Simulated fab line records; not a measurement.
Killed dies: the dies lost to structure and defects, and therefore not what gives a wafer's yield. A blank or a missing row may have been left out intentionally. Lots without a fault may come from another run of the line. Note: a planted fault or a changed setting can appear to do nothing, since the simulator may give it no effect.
Comparing a struck lot with a sound one :: flow gf180mcu :: 14 steps out of a route of 602
Sound: these wafers, L617.2, L617.4, L617.6. Struck: wafers L623.2, L623.4, L623.5. The cause is given at the end.
Order at every step that has rows: each side's tool, ch and its chambers, its first start. Under that, the readings that differ: sound wafers :: struck wafers :: difference of the means :: sigmas: that difference in standard deviations of wafers without a fault.
alike: words and numbers the same on both sides, and readings whose means are apart by under 2 such deviations; not compared: readings that were withheld, readings missing a value for some wafer, numbers with overlapping values and no deviation given by the record, and bounds like >300 which may hide the same value.
A row with sigmas, a row that says differs or no value, or rows on one side alone: a step with any of these is where the two part. Numbers that have no deviation but don't overlap get no sigmas and don't part them. Lack of a reading on every wafer of one side parts them only where that side has two or more wafers.

first, 1 step without rows for these wafers: GF_V4_ETCH_16 (etches BARC in N2/H2).
GF_V4_ETCH_17: etches SiO2 in C4F8/O2/Ar, stops on TiN, target depth 630 nm.
  sound on rie_diel-04 ch 0,2; struck on rie_diel-03 ch 0,1,3
  alike: oes_product_au
then, 3 steps without rows for these wafers: GF_V4_STRIP_18 (strips in O2/N2); GF_V4_STRIP_19 (strips in post etch residue remover, time 1200 s); GF_V4_CLEAN_20 (cleans in DIW).
GF_V4_SPUTTER_21: material Ti, target thk 15 nm, time 80.02 s.
  sound on pvd_sputter-01, day 26 15:31; struck on pvd_sputter-04, day 28 14:18
  alike: cathode_dc_power_W, chamber_pressure_pa, throttle_valve_pct
GF_V4_SPUTTER_22: material TiN, target thk 10 nm, time 40 s.
  sound on pvd_sputter-01, day 26 15:35; struck on pvd_sputter-04, day 28 14:22
  alike: cathode_dc_power_W, chamber_pressure_pa, throttle_valve_pct
then, 1 step without rows for these wafers: GF_V4_CVD_23 (deposits W, target thk 350 nm, time 104.9 s).
GF_V4_RS_MEAS_24: a four-point-probe measurement.
  sound on film_metro-04, day 26 15:45; struck on film_metro-03, day 28 14:32
  alike: V4_W_RS
GF_V4_THK_MEAS_25: measures by xrf.
  sound on film_metro-04, day 26 15:52; struck on film_metro-03, day 28 14:39
  alike: V4_W_THK
then, 1 step without rows for these wafers: GF_V4_CMP_26 (polishes, stops on SiO2, t overpolish 15 s, target thk 0 nm).
GF_MIM_SPUTTER_00: material Ti, target thk 37.5 nm, time 150 s.
  sound on pvd_sputter-03, day 26 16:13; struck on pvd_sputter-01, day 28 15:00
  alike: cathode_dc_power_W, chamber_pressure_pa, throttle_valve_pct
GF_MIM_SPUTTER_01: material TiN, target thk 30 nm, time 25 s.
  sound on pvd_sputter-03, day 26 16:19; struck on pvd_sputter-01, day 28 15:06
  no value came back on the struck wafers for cathode_dc_power_W (W), chamber_pressure_pa (Pa), throttle_valve_pct (%); on the sound wafers cathode_dc_power_W (W) reads 6499.9 6496.5 6502.1
GF_MIM_SPUTTER_02: material AlCu, target thk 450 nm, time 23.9 s.
  sound on pvd_sputter-03, day 26 16:20; struck on pvd_sputter-01, day 28 15:08
  alike: cathode_dc_power_W, chamber_pressure_pa, throttle_valve_pct

== WHERE THEY PART ==
Within this record, at GF_MIM_SPUTTER_01 only. Later steps at which nothing parts them and some readings are alike: GF_MIM_SPUTTER_02.

WHY: what the simulator had put in
At GF_MIM_SPUTTER_01, the step was skipped entirely on pvd_sputter-01 from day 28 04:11 on. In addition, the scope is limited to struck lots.
